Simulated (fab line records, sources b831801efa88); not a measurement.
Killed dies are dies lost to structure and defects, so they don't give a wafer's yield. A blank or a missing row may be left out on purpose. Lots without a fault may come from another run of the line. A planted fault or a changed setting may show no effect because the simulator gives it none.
Which tool did it? | flow sky130 | 11 lots, 33 wafers sampled, at 2 steps of a route of 708

WHAT THE GAUGES READ, wafer by wafer
SKY_SD_N_RS_MEAS_18: measures by four-point-probe.
lot  | measured     | on            | RES_XHIGH_RS (ohm/sq)
L817 | day 28 09:32 | film_metro-02 | 333.4 333.8 331.4
L818 | day 28 10:44 | film_metro-02 | 333.6 334.2 333.0
L819 | day 28 21:23 | film_metro-04 | 331.7 332.9 332.5
L821 | day 30 03:06 | film_metro-04 | 334.6 334.2 334.2
L823 | day 30 03:37 | film_metro-02 | 335.2 334.2 334.6
L829 | day 32 17:55 | film_metro-03 | 312.6 313.5 313.0
L830 | day 33 14:29 | film_metro-02 | 312.6 313.6 313.0
L836 | day 34 13:54 | film_metro-02 | 332.3 332.6 332.0
L837 | day 34 18:35 | film_metro-03 | 333.7 332.6 334.1
L838 | day 35 00:12 | film_metro-03 | 334.9 334.8 334.1
L840 | day 35 13:58 | film_metro-03 | 333.5 334.6 333.8

WHICH TOOL RAN EACH LOT (tool, then ch and the chambers of the sampled wafers, then the start)
lot  | SKY_RES_XHIGH_IMPLANT_07
L817 | implanter-02 ch 0, day 27 03:26
L818 | implanter-03 ch 0, day 27 04:46
L819 | implanter-04 ch 0, day 27 15:26
L821 | implanter-03 ch 0, day 28 21:25
L823 | implanter-03 ch 0, day 28 21:49
L829 | implanter-03 ch 0, day 31 13:37
L830 | implanter-03 ch 0, day 32 09:44
L836 | implanter-02 ch 0, day 33 10:56
L837 | implanter-04 ch 0, day 33 14:25
L838 | implanter-02 ch 0, day 33 20:31
L840 | implanter-02 ch 0, day 34 10:13
- SKY_RES_XHIGH_IMPLANT_07

THE ANSWER, worked out from the rows above alone
Rule: what is usual is taken from the lots themselves. Put in order of their means at a reading, lots are off if they are a third of the lots or fewer, leave a main group of 4 or more, and stand apart from it by a gap of 3 or more times the standard deviation of the main group's means; of several such gaps the widest counts. A main group whose means are all the same, to the digits that the tables above print for the reading, isn't used. A lot without any number at a reading at which 4 lots or more have one is off too. The other lots that the step has rows for count as sound.
Off: L829, L830, at SKY_SD_N_RS_MEAS_18 (RES_XHIGH_RS). The main group: mean 333.6 ohm/sq, standard deviation 0.85.
A tool fits if, at a process step before that reading, it ran every lot that is off, and no sound lot after the first of them. The gauges at SKY_SD_N_RS_MEAS_18 are tried like those tools. One fits: implanter-03 at SKY_RES_XHIGH_IMPLANT_07. Its last sound lot is L823 (day 28 21:49), its first lot that is off L829 (day 31 13:37): a fault that began between those two fits.

WHAT THE SIMULATOR HAD PUT IN
Process parameter drift: implanter-03, from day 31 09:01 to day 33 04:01, at SKY_RES_XHIGH_IMPLANT_07. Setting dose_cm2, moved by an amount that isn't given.
Lots struck among those shown: L829, L830. The rule above found the same.
